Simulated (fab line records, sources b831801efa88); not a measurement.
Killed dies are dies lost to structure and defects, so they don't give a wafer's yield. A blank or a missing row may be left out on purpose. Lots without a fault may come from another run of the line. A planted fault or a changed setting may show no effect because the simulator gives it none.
Problem report in the 8D (eight disciplines) form, filled by code | flow sky130 | the parts of the form that need people (team, actions taken, sign-off) are left out

1. THE PROBLEM
GATE_OXIDE_OXIDATION_00_THK at SKY_GATE_OXIDE_THK_MEAS_02 reads a mean of 8.88 nm on 6 wafers of 2 lots; wafers without a fault read 10.27 nm with a standard deviation of 0.17. That is -8.2 standard deviations from the usual mean.
First seen on wafer L224.2, day 17 19:41, on film_metro-01. The record holds 33 wafers of 11 lots with a number at this step. Rule for "out", or "out of limits": more than 4 standard deviations from the usual mean. The other wafers with a number count as sound.

2. WHAT IT IS AND WHAT IT IS NOT
question                    | is                           | is not
which readings at this step | GATE_OXIDE_OXIDATION_00_THK  | -
which lots                  | L224, L225                   | L210, L211, L212, L214, L215, L216, L227, L229, L233
which wafers of those lots  | all that have a number       | -
read on which gauges        | film_metro-01, film_metro-03 | film_metro-02
when                        | from day 17 19:41            | up to then (18 sound wafers); but 9 sound wafers of L227, L229, L233 came after

3. SUSPECTS, AND WHAT RULES EACH OUT
Counting: a tool at a process step up to the reading stays a suspect if it ran every lot that is out and no sound lot after the first of them.
- the gauge at SKY_GATE_OXIDE_THK_MEAS_02: ruled out. The wafers that are out were read on 2 gauges (film_metro-01, film_metro-03).
- furnace-02 at SKY_GATE_OXIDE_OXIDATION_01 (stabilise 600 s, purge 300 s, target thk 10.268 nm): ruled out as a lasting fault. Sound lots L233 ran on it after its first lot that is out, L224 (day 17 18:16).
Left after counting: nothing in the record.

4. THE CAUSE (what the simulator had put in)
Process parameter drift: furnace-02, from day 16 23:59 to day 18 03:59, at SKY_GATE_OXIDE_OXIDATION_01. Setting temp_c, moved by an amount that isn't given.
Counting ruled it out, wrongly: the rule takes a fault to strike every lot that its tool runs from its start on, and this one did not.

5. THE CHAIN OF EFFECTS, in route order
Each row: a reading whose mean over the struck wafers that have a number lies more than 3 standard deviations from the usual. Only readings for which the record gives a usual standard deviation are gone through. hours: the time from each lot's start at the first step in this table that gives one to its start at this step, as a median over the lots. sigmas: the change in usual standard deviations.
hours | step                        | reading                     | usual    | on struck wafers | change | sigmas
0     | SKY_GATE_OXIDE_OXIDATION_01 | spike_tc_bottom_C           | 919.3 C  | 906.0            | -13.3  | -12
0     | SKY_GATE_OXIDE_OXIDATION_01 | spike_tc_centre_C           | 900.3 C  | 886.4            | -13.9  | -14
0     | SKY_GATE_OXIDE_OXIDATION_01 | spike_tc_lower_C            | 901.0 C  | 885.9            | -15.1  | -8.0
0     | SKY_GATE_OXIDE_OXIDATION_01 | spike_tc_top_C              | 910.7 C  | 897.1            | -13.6  | -14
0     | SKY_GATE_OXIDE_OXIDATION_01 | spike_tc_upper_C            | 900.1 C  | 886.4            | -13.8  | -13
0     | SKY_GATE_OXIDE_OXIDATION_01 | tube_center_temp_C          | 900 C    | 886              | -14    | -99 or more
0     | SKY_GATE_OXIDE_OXIDATION_01 | tube_center_temp_C_max      | 902.3    | 888.6            | -13.7  | -33
1     | SKY_GATE_OXIDE_THK_MEAS_02  | GATE_OXIDE_OXIDATION_00_THK | 10.27 nm | 8.88             | -1.39  | -8.2
The process steps in it:
- SKY_GATE_OXIDE_OXIDATION_01: stabilise 600 s, purge 300 s, target thk 10.268 nm.
Later measuring or inspecting steps at which every struck wafer that the step has a row for has a number for every such reading, and none has moved that far: SKY_METAL2_OVL_MEAS_16, SKY_VIA2_CD_MEAS_12.

6. WHAT WOULD HAVE CAUGHT IT SOONER
In this record the first reading out of limits at a measuring or inspecting step was taken at day 17 19:41, 20 hours after the fault began at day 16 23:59.
The tool's own readings at SKY_GATE_OXIDE_OXIDATION_01 were out on every struck wafer that the step has a row for (spike_tc_bottom_C, spike_tc_centre_C, spike_tc_lower_C, spike_tc_top_C, spike_tc_upper_C, tube_center_temp_C, tube_center_temp_C_max): an alarm limit on them would have fired on the first of those.
